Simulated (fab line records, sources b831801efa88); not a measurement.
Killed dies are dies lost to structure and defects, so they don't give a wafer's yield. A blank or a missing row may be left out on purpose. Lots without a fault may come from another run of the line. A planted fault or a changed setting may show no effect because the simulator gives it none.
A struck lot beside a sound one | flow sky130 | 23 steps out of a route of 708
Sound: wafers L618.1, L618.3, L618.4. Struck: wafers L627.1, L627.2, L627.4. The cause comes at the end.
At each step with rows: each side's tool, then ch and its chambers, then its first start. Under that, the readings that differ: sound wafers | struck wafers | difference of the means | sigmas: that difference in standard deviations of wafers without a fault.
alike: readings whose means differ by less than 2 such deviations, and words and numbers that are the same on both sides. not compared: withheld readings, readings that some wafer has no value for, bounds like >300 that may hide the same value, and numbers for which the record gives no deviation and whose values overlap.
The two part at a step that has a row with sigmas, a row that says differs or no value, or rows on one side only. Numbers that don't overlap but have no deviation are shown without sigmas and don't part them. A reading that every wafer of one side lacks parts them only if that side has two wafers or more.

first, 6 steps without rows for these wafers: SKY_VT_ADJUST_LVTN_HMDS_12 (prime time 60 s); SKY_VT_ADJUST_LVTN_COAT_13 (resist thk 1140 nm); SKY_VT_ADJUST_LVTN_SOFTBAKE_14 (time 60 s); SKY_VT_ADJUST_LVTN_EXPOSE_15 (exposes mask HVN STD DERIVED, target cd 600 nm); SKY_VT_ADJUST_LVTN_PEB_16; SKY_VT_ADJUST_LVTN_DEVELOP_17 (develop time 60 s).
SKY_VT_ADJUST_LVTN_OVL_MEAS_18:
  sound on overlay-02, day 10 11:49; struck on overlay-02, day 13 02:53
  alike: VT_ADJUST_LVTN_01_OVL
then, 1 step without rows for these wafers: SKY_VT_ADJUST_LVTN_IMPLANT_19.
SKY_VT_ADJUST_LVTN_STRIP_20: strips in O2/N2.
  sound on plasma_asher-02 ch 0,1, day 10 12:00; struck on plasma_asher-03 ch 0,1, day 13 03:04
  alike: drypump_motor_current_A, oes_product_au, strip_time_to_endpoint_s
  not compared: rf_hours_counter_h
SKY_VT_ADJUST_LVTN_TW_MEAS_21:
  sound on film_metro-01, day 10 12:06; struck on film_metro-01, day 13 03:10
  alike: VT_ADJUST_LVTN_2_TW
SKY_VT_ADJUST_NCORE_DEHYDRATE_00: time 62.13 s.
  sound on litho_track-03 ch 0, day 10 22:23; struck on litho_track-02 ch 0, day 13 15:34
  alike: heater_power_total_W, plate_sensor_t_centre_C, plate_sensor_t_edge_C
then, 1 step without rows for these wafers: SKY_VT_ADJUST_NCORE_HMDS_01 (prime time 60 s).
SKY_VT_ADJUST_NCORE_COAT_02: resist thk 1140 nm.
  sound on litho_track-03 ch 0, day 10 22:41; struck on litho_track-02 ch 0, day 13 15:52
  reading                                              | sound          | struck         | difference | sigmas
  model.NOVOLAK_of_VT_ADJUST_NCORE_COAT_02.thk_nm (nm) | 1147 1145 1145 | 1330 1331 1332 | +185       |
then, 3 steps without rows for these wafers: SKY_VT_ADJUST_NCORE_SOFTBAKE_03 (time 60 s); SKY_VT_ADJUST_NCORE_EXPOSE_04 (exposes mask LVTN COMPLEMENT THIN, target cd 380 nm); SKY_VT_ADJUST_NCORE_PEB_05.
SKY_VT_ADJUST_NCORE_DEVELOP_06: develop time 60 s.
  sound on litho_track-01 ch 0, day 11 10:44; struck on litho_track-03 ch 0, day 14 04:47
  reading                                              | sound          | struck         | difference | sigmas
  model.NOVOLAK_of_VT_ADJUST_NCORE_COAT_02.thk_nm (nm) | 1146 1145 1144 | 1329 1331 1332 | +186       |
SKY_VT_ADJUST_NCORE_CD_MEAS_07: target cd 380 nm.
  sound on cd_sem-02, day 11 10:53; struck on cd_sem-02, day 14 05:14
  reading    | sound             | struck            | difference | sigmas
  cd_nm (nm) | 381.1 380.4 380.4 | 362.4 361.4 361.3 | -18.9      | -8
  not compared: hold
SKY_VT_ADJUST_NCORE_OVL_MEAS_08:
  sound on overlay-01, day 11 11:00; struck on overlay-02, day 14 08:18
  reading | sound | struck                                                                     | difference                   | sigmas
  hold    | - - - | await_dispo/3.0h/release await_dispo/3.0h/release await_dispo/3.0h/release | no value on the sound wafers |
  alike: VT_ADJUST_NCORE_OVL
then, 1 step without rows for these wafers: SKY_VT_ADJUST_NCORE_IMPLANT_09.
SKY_VT_ADJUST_NCORE_STRIP_10: strips in O2/N2.
  sound on plasma_asher-04 ch 0,1, day 11 11:11; struck on plasma_asher-01 ch 0,1, day 14 08:29
  reading                      | sound             | struck            | difference | sigmas
  strip_time_to_endpoint_s (s) | 14.25 14.26 14.23 | 16.32 16.34 16.36 | +2.09      | +47
  alike: drypump_motor_current_A, oes_product_au
  not compared: rf_hours_counter_h
SKY_VT_ADJUST_NCORE_TW_MEAS_11:
  sound on film_metro-01, day 11 11:17; struck on film_metro-01, day 14 08:35
  alike: VT_ADJUST_NCORE_TW
-- the record jumps here: 36 days lie between the struck wafers' starts before and after (it left off in module VT_ADJUST_NCORE and takes up again in module PAD_OPEN, whose first step shown is number 708 of the route) --
SKY_PAD_OPEN_PROBE_99:
  sound on prober-01, day 48 11:56; struck on prober-02, day 50 15:28
  alike: killed_at_M0_to_M3, killed_at_M4_up, killed_at_contacts, killed_at_front_end, killed_at_other, killed_dies, killed_open, killed_short

WHERE THEY PART
First at SKY_VT_ADJUST_NCORE_CD_MEAS_07; last, within this record, at SKY_VT_ADJUST_NCORE_STRIP_10. Later steps at which nothing parts them and some readings are alike: SKY_VT_ADJUST_NCORE_TW_MEAS_11, SKY_PAD_OPEN_PROBE_99.

WHY: what the simulator had put in
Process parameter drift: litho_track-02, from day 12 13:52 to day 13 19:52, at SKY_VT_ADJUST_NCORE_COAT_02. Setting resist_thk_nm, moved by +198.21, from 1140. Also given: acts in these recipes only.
